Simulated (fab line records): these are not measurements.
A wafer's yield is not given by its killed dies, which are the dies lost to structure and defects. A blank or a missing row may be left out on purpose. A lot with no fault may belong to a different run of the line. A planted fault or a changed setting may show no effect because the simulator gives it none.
What tool caused it?    flow sky130    30 wafers from 10 lots sampled at 6 of the route's 708 steps

== WHAT THE GAUGES READ, wafer by wafer ==
SKY_POLY_GATE_THK_MEAS_01. Usual: POLY_GATE_CVD_00_THK gives 180.3 nm (standard deviation 1.3).
lot   measured      on            POLY_GATE_CVD_00_THK (nm)  flag
L940  day 14 08:53  filmMetro-03  180.9 180.3 181.6          
L941  day 14 18:01  filmMetro-04  180.4 181.4 179.8          
L942  day 15 13:34  filmMetro-02  181.2 181.4 183.1          
L944  day 16 02:47  filmMetro-03  178.8 179.7 177.6          
L946  day 17 07:41  filmMetro-02  181.0 180.8 179.9          
L948  day 17 15:23  filmMetro-02  181.8 180.3 181.2          
L951  day 18 22:00  filmMetro-03  181.6 181.0 179.5          
L953  day 19 05:05  filmMetro-03  179.7 180.7 180.0          
L956  day 20 09:08  filmMetro-04  144.7 144.9 145.2          OFF
L959  day 21 02:22  filmMetro-03  179.4 180.9 180.0          

SKY_POLY_GATE_THK_MEAS_04. Usual: POLY_GATE_CVD_03_THK gives 75.1 nm (standard deviation 0.58).
lot   measured      on            POLY_GATE_CVD_03_THK (nm)  flag
L940  day 15 12:52  filmMetro-04  75.5 74.9 75.7             
L941  day 15 21:48  filmMetro-03  76.2 76.4 77.0             
L942  day 16 19:43  filmMetro-02  74.7 74.5 74.6             
L944  day 17 07:19  filmMetro-03  75.1 74.8 75.2             
L946  day 18 16:09  filmMetro-02  75.3 75.2 75.3             
L948  day 18 23:59  filmMetro-04  74.1 74.6 74.3             
L951  day 20 06:34  filmMetro-03  75.0 75.0 74.8             
L953  day 20 14:01  filmMetro-02  75.6 75.2 74.9             
L956  day 21 17:26  filmMetro-02  73.9 73.2 73.5             
L959  day 22 11:52  filmMetro-04  75.1 75.0 75.0             

SKY_LDD_P_TW_MEAS_11. Usual: LDD_P_TW gives 632 (standard deviation 3.4).
lot   measured      on            LDD_P_TW     flag
L940  day 19 08:38  filmMetro-01  635 635 631  
L941  day 19 22:46  filmMetro-04  633 634 633  
L942  day 20 21:50  filmMetro-04  634 632 636  
L944  day 21 05:44  filmMetro-04  634 633 630  
L946  day 22 16:23  filmMetro-02  629 630 629  
L948  day 23 02:17  filmMetro-02  634 630 635  
L951  day 24 06:26  filmMetro-04  637 638 634  
L953  day 24 14:11  filmMetro-02  635 634 633  
L956  day 25 15:52  filmMetro-02  632 627 630  
L959  day 26 10:22  filmMetro-04  636 639 637  

== WHICH TOOL RAN EACH LOT (tool, then ch and the chambers of the sampled wafers, then the start) ==
lot   SKY_VT_ADJUST_PCH_STRIP_09           SKY_POLY_GATE_CVD_00         SKY_POLY_GATE_ETCH_17
L940  plasmaAsher-02 ch 0,1, day 10 17:52  lpcvd-01 ch 0, day 14 07:41  rieSi-02 ch 1,2,3, day 16 16:18
L941  plasmaAsher-01 ch 0,1, day 11 01:03  lpcvd-01 ch 0, day 14 16:49  rieSi-01 ch 0,1, day 17 01:42
L942  plasmaAsher-01 ch 0,1, day 11 15:46  lpcvd-01 ch 1, day 15 12:22  rieSi-02 ch 0,1,3, day 17 23:15
L944  plasmaAsher-03 ch 0,1, day 12 04:45  lpcvd-01 ch 1, day 16 00:59  rieSi-01 ch 0,3, day 18 11:29
L946  plasmaAsher-03 ch 0,1, day 12 23:07  lpcvd-01 ch 1, day 17 06:28  rieSi-01 ch 1,2, day 19 23:03
L948  plasmaAsher-02 ch 0,1, day 13 06:26  lpcvd-01 ch 0, day 17 14:11  rieSi-02 ch 1,2, day 20 07:53
L951  plasmaAsher-02 ch 0,1, day 14 09:34  lpcvd-01 ch 0, day 18 20:48  rieSi-01 ch 1,2, day 21 14:18
L953  plasmaAsher-03 ch 0,1, day 14 23:22  lpcvd-01 ch 0, day 19 03:51  rieSi-02 ch 0,1,2, day 21 21:44
L956  plasmaAsher-03 ch 0,1, day 16 02:04  lpcvd-01 ch 1, day 20 07:19  rieSi-02 ch 1,2,3, day 23 00:53
L959  plasmaAsher-03 ch 0,1, day 16 20:55  lpcvd-01 ch 0, day 21 00:33  rieSi-01 ch 1,2,3, day 23 19:00
- SKY_VT_ADJUST_PCH_STRIP_09: strips in O2/N2.
- SKY_POLY_GATE_CVD_00: deposits poly-Si, target thk 180 nm, time 720 s.
- SKY_POLY_GATE_ETCH_17: etches poly-Si in HBr/Cl2, stops on SiO2, target depth 180 nm, time 70.5 s.

== AS READ BY THE TOOLS THEMSELVES (means over the sampled wafers that have a number; for cases with no such wafer, the mark the record gives instead) ==
SKY_VT_ADJUST_PCH_STRIP_09. Usual: drypumpMotorCurrentA 5.7 A, standard deviation 0.43; oesProductAu 0.723 a.u., standard deviation 0.0045; stripTimeToEndpointS 36.93 s, standard deviation 0.11.
lot   tool            drypumpMotorCurrentA (A)  oesProductAu (a.u.)  stripTimeToEndpointS (s)  flag
L940  plasmaAsher-02  6.2                       0.724                37.04                     
L941  plasmaAsher-01  5.6                       0.723                37.02                     
L942  plasmaAsher-01  5.4                       0.725                36.83                     
L944  plasmaAsher-03  5.4                       0.723                36.89                     
L946  plasmaAsher-03  5.4                       0.718                37.08                     
L948  plasmaAsher-02  6.2                       0.725                37.06                     
L951  plasmaAsher-02  6.2                       0.723                36.86                     
L953  plasmaAsher-03  5.4                       0.723                36.91                     
L956  plasmaAsher-03  5.4                       0.724                36.80                     
L959  plasmaAsher-03  5.4                       0.728                36.97                     

SKY_POLY_GATE_CVD_00. Usual: spikeTcBottomC 641.4 C, standard deviation 2.4; spikeTcCentreC 621.8 C, standard deviation 1.2; spikeTcLowerC 621.3 C, standard deviation 1.1; spikeTcTopC 638.9 C, standard deviation 2.3; spikeTcUpperC 620.6 C, standard deviation 1.2; susceptorTempC 620.00 C, standard deviation 0.29.
lot   tool      spikeTcBottomC (C)  spikeTcCentreC (C)  spikeTcLowerC (C)  spikeTcTopC (C)  spikeTcUpperC (C)  susceptorTempC (C)  flag
L940  lpcvd-01  643.0               622.5               621.6              640.5            621.0              620.07              
L941  lpcvd-01  643.0               621.8               621.1              641.5            621.5              620.28              
L942  lpcvd-01  640.2               620.4               621.7              636.9            619.1              619.84              
L944  lpcvd-01  640.6               621.2               621.5              636.2            619.3              620.02              
L946  lpcvd-01  638.6               620.8               622.8              636.3            619.8              620.09              
L948  lpcvd-01  642.5               623.8               620.8              640.1            620.8              620.15              
L951  lpcvd-01  642.8               621.8               620.5              641.2            620.7              620.13              
L953  lpcvd-01  642.8               621.5               621.6              640.3            622.4              620.02              
L956  lpcvd-01  629.9               611.2               612.0              627.6            611.4              610.78              OFF
L959  lpcvd-01  643.3               622.1               619.5              641.0            620.6              620.53              

SKY_POLY_GATE_ETCH_17. Usual: HBr_flow_sccm 150.0 sccm, standard deviation 0.46; drypumpMotorCurrentA 5.6 A, standard deviation 0.58; oesProductAu 0.989 a.u., standard deviation 0.0067; throttleValvePct 33.684 %, standard deviation 0.009.
lot   tool      HBr_flow_sccm (sccm)  drypumpMotorCurrentA (A)  oesProductAu (a.u.)  throttleValvePct (%)  flag
L940  rieSi-02  150.5                 5.7                       0.994                33.676                
L941  rieSi-01  149.7                 5.8                       0.988                33.678                
L942  rieSi-02  150.3                 5.4                       0.995                33.692                
L944  rieSi-01  149.8                 5.8                       0.981                33.683                
L946  rieSi-01  150.5                 5.7                       0.992                33.681                
L948  rieSi-02  149.7                 5.1                       0.993                33.694                
L951  rieSi-01  150.2                 5.9                       0.988                33.675                
L953  rieSi-02  150.0                 5.0                       0.986                33.674                
L956  rieSi-02  150.0                 5.7                       0.851                33.693                OFF
L959  rieSi-01  149.8                 5.9                       0.983                33.683                

== THE ANSWER, worked out from the rows above alone ==
Rule: take the mean of a lot's wafers that have a number; if it is more than 3 standard deviations from the usual mean, the lot is off. A lot without any number at a reading at which 4 lots or more have one is off too. Where the step has rows for the other lots, those lots are counted as sound. First the gauges in route order, then the tools' own readings, where a lot's mean is used as printed above. The first step at which some lot is off is used, and at that step the reading that is off furthest; a lot without a number counts as furthest.
Off: L956, at SKY_POLY_GATE_THK_MEAS_01 (POLY_GATE_CVD_00_THK).
If a tool, at a process step before that reading, ran all the lots that are off and no sound lot after the first of them, it fits. The gauges at SKY_POLY_GATE_THK_MEAS_01 aren't tried: what is off there is off at SKY_POLY_GATE_CVD_00 too, on other tools, and a gauge's error can't cause that. Not one of the candidates tried fits.

== WHAT THE SIMULATOR HAD INSERTED ==
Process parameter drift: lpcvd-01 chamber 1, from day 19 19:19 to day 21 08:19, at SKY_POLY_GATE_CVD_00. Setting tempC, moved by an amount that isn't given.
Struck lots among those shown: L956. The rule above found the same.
